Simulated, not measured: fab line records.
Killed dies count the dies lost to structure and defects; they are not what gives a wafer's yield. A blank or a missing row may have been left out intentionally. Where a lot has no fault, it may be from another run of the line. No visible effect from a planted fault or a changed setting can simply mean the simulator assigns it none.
Struck lot and sound lot, side by side / flow sfq line / 14 out of 325 route steps
Sound: wafers L228.2, L228.3, L228.5. Struck: wafers L238.2, L238.4, L238.5. The cause is named last.
Order at every step that has rows: each side's tool, ch and its chambers, its first start. Under that, the readings that differ: sound wafers / struck wafers / difference of the means / sigmas: that difference in standard deviations of wafers without a fault.
alike: same words and numbers on both sides, and readings whose means sit less than 2 such deviations apart. not compared: any withheld reading, any reading some wafer has no value for, any bound like >300 that may hide the same value, and any number with overlapping values for which the record gives no deviation.
A row with sigmas, a row that says differs or no value, or rows on one side alone: a step with any of these is where the two part. Numbers that don't overlap but have no deviation are shown without sigmas and don't part them. A reading missing from all wafers of one side parts the sides only when that side holds two or more wafers.

SFQ_INCOMING_BOW_MEAS_900:
  sound: film metro-03 at day 3 07:01; struck: film metro-03 at day 5 09:01
  alike: INCOMING_BOW
then, 1 step without rows for these wafers: SFQ_TRILAYER_INCOMING_OXIDATION_002 (target thk 500 nm, ox time 4939 s).
SFQ_TRILAYER_L0_DEP_SPUTTER_003: material MoNx KI, target thk 40 nm, time 100 s.
  sound: pvd sputter-03 at day 3 09:29; struck: pvd sputter-06 at day 5 11:29
  alike: throttle valve pct
SFQ_L0_RS_MEAS_901: a four-point-probe measurement.
  sound: film metro-01 at day 3 09:35; struck: film metro-01 at day 5 11:35
reading=L0_MONX_KI_RS (ohm/sq); sound=44.1 44.2 44.2; struck=43.0 43.5 43.5; difference=-0.8; sigmas=-2
SFQ_L0_THK_MEAS_902: measures by xrf.
  sound: film metro-01 at day 3 09:41; struck: film metro-01 at day 5 11:41
  alike: L0_MONX_KI_THK
then, 1 step without rows for these wafers: SFQ_TRILAYER_L0_LITHO_COAT_010 (resist thk 62 nm).
SFQ_TRILAYER_L0_LITHO_COAT_005: resist thk 600 nm.
  sound on litho track-03 ch 0, day 3 10:05; struck on litho track-03 ch 0, day 5 12:05
reading=model.KrF_of_TRILAYER_L0_LITHO_COAT_005.thk nm (nm); sound=600.9 601.7 600.5; struck=636.3 634.3 634.7; difference=+34.1; sigmas=
  alike: spin speed rpm
then, 4 steps without rows for these wafers: SFQ_TRILAYER_L0_LITHO_SOFTBAKE_009; SFQ_TRILAYER_L0_LITHO_EXPOSE_006 (exposes mask L0, target cd 2000 nm); SFQ_TRILAYER_L0_LITHO_PEB_008 (peb time 60 s); SFQ_TRILAYER_L0_LITHO_DEVELOP_007 (time 60 s).
-- the record jumps here: 4 days lie between the struck wafers' starts before and after --
SFQ_TRILAYER_L0_BARC_OPEN_METAL_ETCH_010: etches BARC in O2, target depth 125 nm, time 41.7 s.
  sound on rie metal-02 ch 0, day 6 17:59; struck on rie metal-02 ch 0,1, day 9 10:56
  alike: drypump motor current A, oes product au, rf fwd power W
  not compared: rf hours counter h
SFQ_TRILAYER_L0_ETCH_METAL_ETCH_008: etches MoNx KI in SF6/O2, stops on SiO2, target depth 50 nm, time 25 s.
  sound on rie metal-02 ch 0, day 6 18:02; struck on rie metal-02 ch 0,1, day 9 10:59
reading=model.KrF_of_TRILAYER_L0_LITHO_COAT_005.thk nm (nm); sound=481.8 483.7 482.5; struck=517.9 515.9 516.5; difference=+34.1; sigmas=
  alike: drypump motor current A, oes product au, rf fwd power W
  not compared: rf hours counter h
SFQ_TRILAYER_L0_STRIP_STRIP_009: strips in O2.
  sound on rie metal-02 ch 0, day 6 18:05; struck on rie metal-02 ch 0,1, day 9 11:02
  alike: drypump motor current A, oes product au
  not compared: rf hours counter h

## WHERE THEY PART
At SFQ_L0_RS_MEAS_901 and nowhere else, as far as this record goes. Later steps at which nothing parts them and some readings are alike: SFQ_L0_THK_MEAS_902, SFQ_TRILAYER_L0_LITHO_COAT_005, SFQ_TRILAYER_L0_BARC_OPEN_METAL_ETCH_010, SFQ_TRILAYER_L0_ETCH_METAL_ETCH_008, SFQ_TRILAYER_L0_STRIP_STRIP_009.

WHY: whatever the simulator had introduced
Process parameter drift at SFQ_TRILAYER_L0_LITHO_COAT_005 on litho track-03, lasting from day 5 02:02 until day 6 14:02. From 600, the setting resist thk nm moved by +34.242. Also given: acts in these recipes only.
